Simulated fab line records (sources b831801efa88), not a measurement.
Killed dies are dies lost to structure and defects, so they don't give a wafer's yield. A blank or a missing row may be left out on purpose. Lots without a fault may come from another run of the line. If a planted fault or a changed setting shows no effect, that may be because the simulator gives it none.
Matching of chambers | flow gf180mcu | 4 sister chambers for GF_PASSIVATION_ETCH_11 on rieDiel-02
The step etches the open film in CF4/O2, stops on TiN, target depth 2040 nm, time 453.3 s. 8 wafers are shown with their chamber, then 8 later ones without.

## EACH WAFER AND ITS CHAMBER
wafer  | chamber | drypumpMotorCurrentA (A) | rfFwdPowerW (W)
L076.1 | 1       | 5.7                      | 802.5
L083.5 | 0       | 5.8                      | 795.2
L086.5 | 3       | 5.4                      | 798.0
L086.6 | 2       | 4.8                      | 801.6
L089.3 | 2       | 4.8                      | 799.4
L089.4 | 1       | 5.6                      | 802.7
L089.6 | 0       | 5.8                      | 797.4
L090.1 | 3       | 5.4                      | 800.5

## WAFERS MISSING THEIR CHAMBER
wafer  | drypumpMotorCurrentA (A) | rfFwdPowerW (W)
L090.2 | 5.8                      | 797.3
L090.4 | 4.8                      | 800.7
L092.2 | 5.3                      | 798.1
L092.3 | 5.6                      | 800.2
L092.4 | 4.8                      | 796.2
L093.3 | 5.4                      | 799.6
L093.5 | 4.8                      | 802.3
L093.6 | 5.4                      | 797.1

## WHICH CHAMBER EACH WENT THROUGH
wafer  | from the rows above | in truth
L090.2 | 0                   | 0
L090.4 | 2                   | 2
L092.2 | 3                   | 3
L092.3 | 1                   | 1
L092.4 | 2                   | 2
L093.3 | 3                   | 3
L093.5 | 2                   | 2
L093.6 | 3                   | 3
Correctly placed: 8 of 8. Not placeable from these rows: 0. Placed wrongly: 0.
How it was worked out, from the rows above alone: a wafer's distance from a chamber is the root of the sum, over the readings, of the square of ((its reading less the chamber's mean) divided by the reading's scatter). The wafer belongs to the nearest chamber; if the next one is less than 2 further off, it can't be placed. Each chamber's mean is taken over the wafers shown for it. The scatter: the root of (the sum of the squares of (reading less its chamber's mean) over the shown wafers, divided by (wafers less chambers)).
